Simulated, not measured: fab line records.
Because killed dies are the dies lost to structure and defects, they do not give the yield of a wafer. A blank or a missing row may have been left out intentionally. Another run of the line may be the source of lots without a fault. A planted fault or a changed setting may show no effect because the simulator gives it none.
2 desks looking at one fault | flow gf180mcu | every desk sees just its own numbers, and what lay behind them comes last

== AT THE TOOL OWNER'S DESK: pecvd-01 ==
The tool's own readings at GF_V5_CVD_02 (deposits SiO2 from TEOS, target thk 1450 nm, time 163.28 s): means of the sampled wafers that have a number, for each lot that ran on this tool. Any lot whose mean is over 4 standard deviations away from the usual mean is out of limits and marked OUT; that distance is given in the brackets.
Columns: A = heater-power-outer-w at GF_V5_CVD_02, usual 376 W; B = heater-power-w at GF_V5_CVD_02, usual 662 W; C = rf-fwd-power-W at GF_V5_CVD_02, usual 597.7 W
lot  | first seen here | A   | B   | C
L337 | day 28 09:41    | 370 | 656 | 598.4
L338 | day 29 00:22    | 419 | 706 | 598.3
L339 | day 29 03:19    | 370 | 630 | 500.0 (-49) OUT
L340 | day 29 09:35    | 358 | 597 | 501.2 (-48) OUT
L352 | day 32 17:45    | 394 | 653 | 596.3
Finding of this desk: L339, L340 out of limits; the first was L339 at day 29 03:19, on rf-fwd-power-W at GF_V5_CVD_02. L337, L338, L352: within limits.

== METROLOGY DESK ==
Lot by lot, what the gauges showed, no matter which tool ran the lot: averages of those sampled wafers that carry a number. Any lot whose mean is over 4 standard deviations away from the usual mean is out of limits and marked OUT; that distance is given in the brackets.
Columns: A = MIM_CVD_05_THK at GF_MIM_THK_MEAS_06, usual 41.9 nm; B = V5_CVD_02_THK at GF_V5_THK_MEAS_03, usual 1448 nm; C = V5_BOW at GF_V5_BOW_MEAS_05, usual 138 um
lot  | first seen here | A    | B               | C
L336 | day 26 09:22    | 41.4 | 1427            | 136
L337 | day 26 17:00    | 42.0 | 1451            | 138
L338 | day 27 07:38    | 41.8 | 1445            | 139
L339 | day 27 10:32    | 41.5 | 1378            | 134
L340 | day 27 16:29    | 41.8 | 1371 (-4.1) OUT | 130
L344 | day 28 18:39    | 42.9 | 1445            | 136
L347 | day 29 14:43    | 42.1 | 1436            | 144
L348 | day 29 23:31    | 41.8 | 1449            | 145
L349 | day 30 07:20    | 42.4 | 1444            | 124
L351 | day 30 19:39    | 42.0 | 1441            | 132
L352 | day 31 00:41    | 41.7 | 1458            | 138
L354 | day 31 11:29    | 41.0 | 1455            | 144
Finding of this desk: L340 out of limits, first seen on L340 at day 29 09:41 (V5_CVD_02_THK at GF_V5_THK_MEAS_03). L336, L337, L338, L339, L344, L347, L348, L349, L351, L352, L354: within limits.

== PUT TOGETHER ==
On L339, L340, at day 29 03:19, an alarm was possible from the tool owner's desk.
An alarm was possible from the metrology desk at day 29 09:41, on L340.
The metrology desk holds a record of L339, inside its limits.
Every lot named ran GF_V5_CVD_02 on pecvd-01.

== WHAT THE SIMULATOR HAD PUT IN ==
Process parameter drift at GF_V5_CVD_02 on pecvd-01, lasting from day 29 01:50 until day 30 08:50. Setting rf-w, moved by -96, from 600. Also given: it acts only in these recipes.
Shown lots that were struck: L339, L340.
Counting hours from when the fault started, the first reading out of limits came at 1 for the tool owner's desk and at 8 for the metrology desk.
